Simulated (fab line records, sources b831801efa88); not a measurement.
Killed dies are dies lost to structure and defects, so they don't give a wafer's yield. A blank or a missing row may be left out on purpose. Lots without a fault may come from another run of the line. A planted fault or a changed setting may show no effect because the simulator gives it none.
fab line records | flow sky130
record lots=6 wafers=17 last_day=50
route steps=708 shown CAP2M@620 METAL4@621 PAD_OPEN@708
lots that met no fault: from a run of the same line without faults
start_h: hours from the record's first day to the start of the lot's first wafer shown | wait_h: hours since the lot's step before | " the same as in the row above | L1.1+2: a row that stands for several wafers | - no value, or no start given | * or withheld: withheld | < > ~ a bound
route shown NAME@n: a module of which the file shows steps, and the number in the route of the first | usual: mean/standard deviation of fault-free wafers | same: alike in all rows | chamber/n: place in a boat | sites: the reading at each site | _std_site: their standard deviation | _edge_site: outer sites' mean less inner sites' | radius_mm: how far each site lies from the wafer's centre | mask NAME#n: copy n | behind: the tool/chamber that last shaped the wafer | hold: why the lot was held/for how many hours/how that ended | device: the transistor (n, p or np) that didn't switch | end of line: the same wafers' tests at the end of the route | a step without rows: its recipe alone | killed: dies lost to structure and defects at the first sort, not the wafer's yield | map: a wafer's dies, x killed, . not, _ none there
set.NAME: the setting as run; set.NAME@STEP: as run at that earlier step | model.NAME: the simulator's own value behind a step, which no gauge read
lots at some steps of the route; a table a step, a row a wafer
services: from which hour (start_h, from the record's first day; less than 0 if before it) a tool's chamber was out of use, for how many hours, and why
## steps
# step SKY_CAP2M_CLEAN_17
# recipe chemistry=O3/DIW dry=n2_spin
# step SKY_METAL4_DEHYDRATE_05
# recipe temp_c=200 time_s=60
# step SKY_METAL4_HMDS_06
# recipe prime_time_s=60 prime_temp_c=120
# step SKY_METAL4_COAT_07
# recipe resist=BARC temp_c=withheld time_s=withheld spin_rpm=3000 resist_thk_nm=60
# step SKY_METAL4_COAT_08
# recipe resist=KrF-thick spin_rpm=3000 resist_thk_nm=1140
# step SKY_METAL4_SOFTBAKE_09
# recipe temp_c=100 time_s=90 resist=KrF-thick
# step SKY_METAL4_EXPOSE_10
# recipe mask_id=MM4 na=0.68 source_shape=annular sigma_inner=0.4 sigma_outer=0.8 target_cd_nm=300 dose_mj=28
# step SKY_METAL4_PEB_11
# recipe peb_temp_c=withheld peb_time_s=withheld resist=KrF-thick
# step SKY_METAL4_DEVELOP_12
# recipe develop_time_s=60 resist=KrF-thick dev_temp_c=21
# step SKY_METAL4_CD_MEAS_13
# recipe target_cd_nm=300
# usual cd_nm=299.8/1.3
# columns lot.wafer tool chamber start_h wait_h cd_nm
L684.1 cd_sem-01 - 992.84 - 297.8
L684.2 " - " " 298.8
L684.5 " - " " 298.1
L688.1 cd_sem-02 - 1012.54 - 302.1
L688.2 " - " " 302.1
L688.6 " - " " 301.8
L696.1 cd_sem-02 - 1068.74 - 300.4
L696.2 " - " " 300.4
L696.3 " - " " 300.9
L698.2 cd_sem-01 - 1082.96 - 298.7
L698.6 " - " " 299.8
L701.1 cd_sem-01 - 1101.74 - 299.6
L701.3 " - " " 300.0
L701.5 " - " " 299.7
L705.3 cd_sem-02 - 1113.53 - 299.4
L705.4 " - " " 298.8
L705.5 " - " " 297.8
# step SKY_METAL4_OVL_MEAS_14
# usual METAL4_OVL=-3/5.6
# columns lot.wafer tool chamber start_h wait_h METAL4_OVL[nm]
L684.1 overlay-01 - 992.96 0.1 -4
L684.2 " - " " -10
L684.5 " - " " -6
L688.1 overlay-02 - 1012.66 0.1 -8
L688.2 " - " " -3
L688.6 " - " " -2
L696.1 overlay-01 - 1068.86 0.1 2
L696.2 " - " " -7
L696.3 " - " " 1
L698.2 overlay-02 - 1083.07 0.1 0
L698.6 " - " " -4
L701.1 overlay-02 - 1101.86 0.1 6
L701.3 " - " " 1
L701.5 " - " " -3
L705.3 overlay-01 - 1113.62 0.1 2
L705.4 " - " " 5
L705.5 " - " " 4
# step SKY_METAL4_DESCUM_15
# recipe chemistry=O2 source_power_w=150 bias_power_w=0 pressure_mtorr=10 temp_c=40 time_s=8
# usual chamber_pressure_mTorr=10.001/0.0086 drypump_motor_current_A=5.5/0.4 oes_product_au=0.995/0.0078
# columns lot.wafer tool chamber start_h wait_h chamber_pressure_mTorr drypump_motor_current_A oes_product_au rf_hours_counter_h
L684.1 rie_metal-02 0 993.00 0.0 10.000 5.8 0.991 10
L684.2 " 1 " " 10.000 5.2 1.004 2
L684.5 " 1 " " 10.005 5.2 1.005 -
L688.1 rie_metal-02 0 1012.69 0.0 9.992 5.8 0.993 12
L688.2 " 1 " " 10.001 5.2 1.007 4
L688.6 " 1 " " 10.005 5.2 0.997 -
L696.1 rie_metal-02 0 1068.90 0.0 9.992 5.8 0.989 15
L696.2 " 1 " " 10.008 5.2 0.990 7
L696.3 " 0 " " 10.008 5.8 0.990 -
L698.2 rie_metal-02 1 1083.10 0.0 9.990 5.2 0.998 8
L698.6 " 1 " " 9.997 5.2 0.984 -
L701.1 rie_metal-03 0 1101.90 0.0 10.003 5.7 0.994 18
L701.3 " 0 " " 9.993 5.7 0.989 -
L701.5 " 0 " " 9.999 5.7 0.998 -
L705.3 rie_metal-01 0 1113.65 0.0 10.009 4.9 0.997 -
L705.4 " 1 " " 10.012 5.7 1.006 -
L705.5 " 0 " " 10.018 4.9 0.987 -
# step SKY_METAL4_ETCH_16
# recipe chemistry=N2/H2 target=BARC ion_energy_ev=200 bias_w=100 pressure_mtorr=30 n2_flow_sccm=100 h2_flow_sccm=200 icp_w=500 stop_on=SiO2 time_s=88.2 target_depth_a=600
# usual chamber_pressure_mTorr=30.003/0.028 drypump_motor_current_A=5.5/0.4 oes_product_au=0.626/0.0045 run_length_s=116.8/1 throttle_valve_pct=13.205/0.0084
# columns lot.wafer tool chamber start_h wait_h chamber_pressure_mTorr drypump_motor_current_A oes_product_au rf_hours_counter_h run_length_s throttle_valve_pct model.KrF-thick_of_METAL4_COAT_08.thk_nm model.METAL4.cd_nm
L684.1 rie_metal-02 0 993.03 0.0 29.980 5.8 0.621 10 117.2 13.220 1078 298.1
L684.2 " 1 " " 29.970 5.2 0.622 2 115.9 13.198 1074 298.2
L684.5 " 1 " " 30.034 5.2 0.623 - 116.2 13.200 1074 298.6
L688.1 rie_metal-02 0 1012.73 0.0 29.992 5.8 0.630 12 116.7 13.200 1078 302.5
L688.2 " 1 " " 29.956 5.2 0.631 4 116.5 13.194 1075 301.9
L688.6 " 1 " " 30.034 5.2 0.614 - 116.5 13.203 1075 302.2
L696.1 rie_metal-02 0 1068.94 0.0 30.020 5.8 0.623 15 119.8 13.213 1077 301.9
L696.2 " 1 " " 29.970 5.2 0.984 7 78.3 13.231 1096 309
L696.3 " 0 " " 30.015 5.8 0.619 - 120.4 13.211 1077 302.6
L698.2 rie_metal-02 1 1083.13 0.0 30.033 5.2 0.995 8 75.6 13.232 1099 305.5
L698.6 " 1 " " 29.991 5.2 0.638 - 116.0 13.221 1076 299.6
L701.1 rie_metal-03 0 1101.93 0.0 30.044 5.7 0.634 18 117.1 13.194 1077 298.7
L701.3 " 0 " " 30.035 5.7 0.622 - 116.2 13.210 1077 299.3
L701.5 " 0 " " 30.019 5.8 0.632 - 116.4 13.207 1080 298.6
L705.3 rie_metal-01 0 1113.71 0.0 30.030 4.9 0.624 - 117.3 13.216 1078 299.4
L705.4 " 1 " " 30.021 5.7 0.629 - 116.2 13.203 1072 298.7
L705.5 " 0 " " 29.990 5.0 0.627 - 116.9 13.223 1076 298.2
# step SKY_METAL4_ETCH_17
# recipe target=SiO2 stop_on=TiN chemistry=C4F8/O2/Ar source_w=1500 bias_w=1200 pressure_mtorr=40 c4f8_flow_sccm=withheld O2_flow_sccm=6 Ar_flow_sccm=300 time_s=3.9 target_depth_a=150
# usual chamber_pressure_mTorr=40.00/0.038 oes_product_au=0.758/0.0068
# columns lot.wafer tool chamber start_h wait_h chamber_pressure_mTorr oes_product_au
L684.1 rie_diel-03 1 993.13 0.1 40.02 0.755
L684.2 " 0 " " 40.03 0.750
L684.5 " 1 " " 40.01 0.761
L688.1 rie_diel-03 0 1012.82 0.1 39.96 0.755
L688.2 " 1 " " 40.07 0.769
L688.6 " 0 " " 40.01 0.767
L696.1 rie_diel-03 2 1069.07 0.1 39.94 0.756
L696.2 " 3 " " 40.04 0.754
L696.3 " 1 " " 39.95 0.766
L698.2 rie_diel-03 3 1083.23 0.1 39.98 0.755
L698.6 " 3 " " 39.99 0.762
L701.1 rie_diel-02 2 1102.03 0.1 39.94 0.756
L701.3 " 3 " " 39.99 0.747
L701.5 " 1 " " 39.95 0.754
L705.3 rie_diel-01 0 1113.77 0.0 40.02 0.766
L705.4 " 3 " " 39.99 0.769
L705.5 " 2 " " 40.01 0.759
# step SKY_METAL4_METAL_ETCH_18
# recipe target_depth_a=8450 stop_on=SiO2 over_etch_frac=0.3 time_s=183.1 chemistry=Cl2/BCl3 resist_sidewall_deg=88 pressure_mtorr=10 icp_w=900 bias_w=48.5 Cl2_flow_sccm=60 bcl3_flow_sccm=30
# usual chamber_pressure_mTorr=9.998/0.0096 drypump_motor_current_A=5.5/0.43 oes_product_au=0.865/0.0058 run_length_s=211.5/0.77 throttle_valve_pct=22.265/0.0095
# columns lot.wafer tool chamber start_h wait_h chamber_pressure_mTorr drypump_motor_current_A oes_product_au rf_hours_counter_h run_length_s throttle_valve_pct model.KrF-thick_of_METAL4_COAT_08.thk_nm model.METAL4.cd_nm
L684.1 rie_metal-03 0 993.14 0.0 10.003 5.7 0.873 12 211.2 22.257 532.5 296.6
L684.2 " 1 " " 9.996 6.2 0.859 14 210.8 22.284 533.6 297.2
L684.5 " 1 " " 10.004 6.2 0.865 - 211.1 22.276 534.3 297.1
L688.1 rie_metal-01 0 1012.84 0.0 10.007 4.9 0.864 15 212.2 22.276 530.6 306
L688.2 " 1 " " 10.001 5.7 0.868 8 210.7 22.276 520.6 302
L688.6 " 0 " " 9.997 4.9 0.865 - 211.8 22.286 525.7 305.5
L696.1 rie_metal-03 0 1069.09 0.0 9.978 5.7 0.862 15 211.4 22.264 535.4 307.9
L696.2 " 1 " " 9.989 6.2 0.870 18 210.6 22.260 555.7 308.7
L696.3 " 1 " " 9.999 6.2 0.870 - 210.9 22.278 535.9 301.3
L698.2 rie_metal-03 0 1083.25 0.0 9.995 5.7 0.863 16 211.7 22.260 553.9 304.7
L698.6 " 1 " " 10.002 6.2 0.872 - 210.9 22.253 538.6 299.5
L701.1 rie_metal-01 1 1102.05 0.0 9.994 5.7 0.861 15 210.8 22.286 528.9 298.4
L701.3 " 1 " " 10.003 5.7 0.862 - 211.1 22.276 528.8 298.2
L701.5 " 1 " " 9.987 5.7 0.860 - 210.8 22.262 531.7 298.2
L705.3 rie_metal-03 0 1113.85 0.1 10.010 5.7 0.866 - 211.2 22.242 538.6 295.5
L705.4 " 1 " " 9.995 6.2 0.869 - 211.1 22.283 538.7 295.5
L705.5 " 1 " " 9.989 6.2 0.867 - 210.9 22.261 543.8 299
# step SKY_METAL4_STRIP_19
# recipe chemistry=O2/N2 power_w=1400 pressure_mtorr=1500 platen_temp_c=withheld o2_flow_sccm=3000 n2_flow_sccm=300 overash_fraction=0.5
# usual chamber_pressure_mTorr=1500.0/1.4 drypump_motor_current_A=5.4/0.38 oes_product_au=0.504/0.0047 strip_time_to_endpoint_s=6.59/0.06
# columns lot.wafer tool chamber start_h wait_h chamber_pressure_mTorr drypump_motor_current_A oes_product_au rf_hours_counter_h strip_time_to_endpoint_s
L684.1 plasma_asher-04 1 993.32 0.1 1501.9 5.3 0.515 56 6.57
L684.2 " 0 " " 1500.7 5.4 0.500 56 6.61
L684.5 " 0 " " 1500.0 5.4 0.508 - 6.60
L688.1 plasma_asher-01 1 1013.02 0.1 1499.3 5.7 0.507 27 6.56
L688.2 " 0 " " 1499.9 5.8 0.501 27 6.46
L688.6 " 0 " " 1500.9 5.9 0.504 - 6.51
L696.1 plasma_asher-04 1 1069.27 0.1 1500.2 5.3 0.506 64 6.63
L696.2 " 0 " " 1499.0 5.4 0.510 64 6.83
L696.3 " 0 " " 1500.7 5.4 0.514 - 6.64
L698.2 plasma_asher-01 1 1083.42 0.1 1497.3 5.7 0.518 34 6.82
L698.6 " 1 " " 1498.7 5.7 0.512 - 6.64
L701.1 plasma_asher-02 0 1102.22 0.1 1499.3 4.8 0.506 4 6.56
L701.3 " 0 " " 1499.8 4.8 0.502 - 6.54
L701.5 " 0 " " 1503.1 4.8 0.502 - 6.58
L705.3 plasma_asher-01 0 1114.00 0.1 1499.2 5.8 0.516 - 6.66
L705.4 " 1 " " 1499.1 5.7 0.506 - 6.65
L705.5 " 0 " " 1499.4 5.8 0.512 - 6.69
# step SKY_METAL4_STRIP_20
# recipe chemistry=post_etch_residue_remover time_s=1200 temp_c=72.5
# step SKY_PAD_OPEN_PROBE_99
# usual defect_limited_yield=82.4/1.9 killed_at_M0_to_M3=43/7.5 killed_at_M4_up=3.3/1.9 killed_at_contacts=24/4.6 killed_at_front_end=16/4.9 killed_at_other=0.2/0.46 killed_dies=87/9.1 killed_open=47/7.4 killed_short=39/6.6 sort_bin_3_pad_short=0.9/0.43 sort_bin_5_function=10.3/1.4 sort_bin_6_memory=6.4/1.1 sort_n_pass=405/9.1 sort_yield_pct=82.4/1.9
# same gross_dies=492 killed_at_back_side=0 sort_bin_4_leakage[%]=0 sort_bin_8_speed[%]=0
# columns lot.wafer tool chamber start_h wait_h defect_limited_yield[%] killed_at_M0_to_M3 killed_at_M4_up killed_at_contacts killed_at_front_end killed_at_other killed_dies killed_open killed_short sort_bin_3_pad_short[%] sort_bin_5_function[%] sort_bin_6_memory[%] sort_n_pass sort_yield_pct[%]
L684.1 prober-01 - 1088.25 0.1 82.7 44 1 29 11 0 85 53 32 1.4 11.2 4.7 407 82.7
L684.2 prober-01 - 1088.30 0.1 82.1 53 5 16 14 0 88 42 46 0.8 11.2 5.9 404 82.1
L684.5 prober-01 - 1088.45 0.2 80.7 41 5 27 21 1 95 56 39 0.6 10.4 8.3 397 80.7
L688.1 prober-02 - 1106.26 0.1 81.5 31 3 27 30 0 91 48 42 1.6 10.2 6.7 401 81.5
L688.2 prober-02 - 1106.31 0.1 81.1 47 1 30 14 1 93 51 40 1.8 9.6 7.5 399 81.1
L688.6 prober-02 - 1106.51 0.2 79.7 62 0 21 17 0 100 59 40 0.8 11.4 8.1 392 79.7
L696.1 prober-02 - 1153.37 0.1 80.7 43 4 30 18 0 95 43 52 1.0 11.8 6.5 397 80.7
L696.2 prober-02 - 1153.42 0.1 79.9 45 4 22 28 0 99 65 33 0.8 12.6 6.7 393 79.9
L696.3 prober-02 - 1153.47 0.2 82.3 44 3 19 21 0 87 47 40 1.2 11.4 5.1 405 82.3
L701.1 prober-01 - 1181.30 0.1 81.7 49 3 28 10 0 90 56 34 0.2 11.8 6.3 402 81.7
L701.3 prober-01 - 1181.40 0.2 83.9 37 4 24 14 0 79 46 33 0.4 10.8 4.9 413 83.9
L701.5 prober-01 - 1181.50 0.2 82.3 48 5 18 16 0 87 48 38 0.6 11.6 5.5 405 82.3
# killed by level:class
L684.1 VIA1:geometric_particle:open=14 CONTACT:geometric_particle:open=11 LI_CONTACT:geometric_particle:open=10 VIA3:geometric_particle:short=8 VIA2:geometric_particle:open=6 POLY_GATE:geometric_particle:short=4 LOCAL_INTERCONNECT:geometric_particle:short=4 VIA3:geometric_particle:open=4
L684.2 METAL2:geometric_particle:short=9 VIA3:geometric_particle:open=7 METAL1:geometric_particle:short=7 VIA1:geometric_particle:open=7 VIA3:geometric_particle:short=7 LI_CONTACT:geometric_particle:open=6 VIA2:geometric_particle:open=6 CONTACT:geometric_particle:open=5
L684.5 LI_CONTACT:geometric_particle:open=10 CONTACT:geometric_particle:open=9 POLY_GATE:geometric_particle:open=8 VIA2:geometric_particle:open=8 VIA1:geometric_particle:open=7 VIA3:geometric_particle:open=6 FIELD_ISO:geometric_particle:short=5 POLY_GATE:geometric_particle:short=4
L688.1 CONTACT:geometric_particle:open=14 FIELD_ISO:geometric_particle:short=11 FIELD_ISO:geometric_particle:open=7 VIA1:geometric_particle:open=7 METAL2:geometric_particle:short=6 VIA3:geometric_particle:open=5 POLY_GATE:geometric_particle:short=4 SPACER:geometric_particle:open=4
L688.2 CONTACT:geometric_particle:open=11 VIA2:geometric_particle:open=8 VIA3:geometric_particle:open=7 CONTACT:geometric_particle:short=6 METAL1:geometric_particle:short=6 FIELD_ISO:geometric_particle:open=5 LI_CONTACT:geometric_particle:open=5 METAL2:geometric_particle:short=5
L688.6 VIA1:geometric_particle:open=16 VIA2:geometric_particle:open=10 METAL2:geometric_particle:short=8 CONTACT:geometric_particle:open=7 LOCAL_INTERCONNECT:geometric_particle:short=6 METAL1:geometric_particle:short=6 VIA3:geometric_particle:open=6 FIELD_ISO:geometric_particle:short=5
L696.1 CONTACT:geometric_particle:open=9 VIA1:geometric_particle:open=8 METAL1:geometric_particle:short=7 VIA3:geometric_particle:short=7 LI_CONTACT:geometric_particle:open=6 METAL2:geometric_particle:short=6 FIELD_ISO:geometric_particle:open=5 LOCAL_INTERCONNECT:geometric_particle:short=5
L696.2 VIA1:geometric_particle:open=11 FIELD_ISO:geometric_particle:open=9 LI_CONTACT:geometric_particle:open=8 CONTACT:geometric_particle:open=8 POLY_GATE:geometric_particle:open=7 VIA2:geometric_particle:open=7 VIA3:geometric_particle:open=6 METAL1:geometric_particle:short=5
L696.3 METAL2:geometric_particle:short=10 CONTACT:geometric_particle:open=9 VIA1:geometric_particle:open=9 FIELD_ISO:geometric_particle:open=8 VIA2:geometric_particle:open=7 FIELD_ISO:geometric_particle:short=5 POLY_GATE:geometric_particle:short=5 VIA3:geometric_particle:open=5
L701.1 VIA1:geometric_particle:open=17 LI_CONTACT:geometric_particle:open=10 VIA2:geometric_particle:open=9 CONTACT:geometric_particle:open=7 METAL3:geometric_particle:short=6 LOCAL_INTERCONNECT:geometric_particle:short=5 VIA1:geometric_particle:short=5 VIA3:geometric_particle:open=5
L701.3 VIA2:geometric_particle:open=9 CONTACT:geometric_particle:open=8 VIA1:geometric_particle:open=7 LI_CONTACT:geometric_particle:open=6 CONTACT:geometric_particle:short=6 VIA3:geometric_particle:open=5 POLY_GATE:geometric_particle:open=4 LI_CONTACT:geometric_particle:short=4
L701.5 VIA1:geometric_particle:open=14 CONTACT:geometric_particle:open=8 FIELD_ISO:geometric_particle:open=6 VIA2:geometric_particle:short=6 VIA2:geometric_particle:open=6 LI_CONTACT:geometric_particle:open=5 FIELD_ISO:geometric_particle:short=4 METAL1:geometric_particle:short=4
## services
# columns tool chamber start_h hours kind
rie_diel-03 1 970.18 14.6 repair
rie_diel-02 3 1002.67 - clean
rie_diel-02 3 1002.67 26.1 scheduled_down
rie_diel-02 3 1002.67 26.1 vent_cycle
rie_diel-03 - 1004.63 0.2 repair
rie_diel-01 3 1018.43 3.9 repair
plasma_asher-01 - 1018.81 2.8 pm
rie_metal-03 - 1038.52 28.1 pm
plasma_asher-02 - 1046.27 2.1 repair
rie_diel-03 2 1046.63 14.8 repair
plasma_asher-02 - 1055.25 9.0 pm
plasma_asher-02 0 1055.25 9.0 vent_cycle
plasma_asher-02 1 1055.25 9.0 vent_cycle
rie_diel-03 0 1061.45 - clean
rie_diel-03 0 1061.45 25.3 scheduled_down
rie_diel-03 0 1061.45 25.3 vent_cycle
rie_diel-01 3 1061.93 2.2 repair
rie_diel-01 2 1065.69 2.8 repair
plasma_asher-02 - 1066.98 0.9 repair
rie_diel-01 1 1072.71 5.0 repair
plasma_asher-02 - 1075.65 1.0 repair
rie_metal-01 0 1092.61 2.4 repair
rie_diel-01 - 1095.36 14.6 pm
rie_diel-02 2 1106.56 17.1 repair
## key
first_sign step=SKY_METAL4_ETCH_16 reading=oes_product_au direction=up sigmas=81 usual=0.626 struck=0.990
effect step=SKY_METAL4_ETCH_16 reading=run_length_s direction=down sigmas=39 usual=* struck=*
effect step=SKY_METAL4_STRIP_19 reading=strip_time_to_endpoint_s direction=up sigmas=3.9 usual=* struck=*
model_effect step=SKY_METAL4_ETCH_16 value=KrF-thick_of_METAL4_COAT_08.thk_nm without=1075 struck=1098
model_effect step=SKY_METAL4_METAL_ETCH_18 value=KrF-thick_of_METAL4_COAT_08.thk_nm without=531.9 struck=554.8
met_at SKY_METAL4_ETCH_16
struck_wafers L696.2,L698.2
sort_left_out L698.2
onset_between 1012.73 1068.94
fault kind=process_parameter_drift tool=rie_metal-02 chamber=- onset_h=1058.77 steps=SKY_METAL4_ETCH_16 channel=time_s offset=* shape=step end_h=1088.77 scope=struck_wafers_only acts_in=* stated=*
# sort_left_out: the simulated sort isn't trusted on such a fault, so these wafers' sort isn't shown, and their yield isn't known
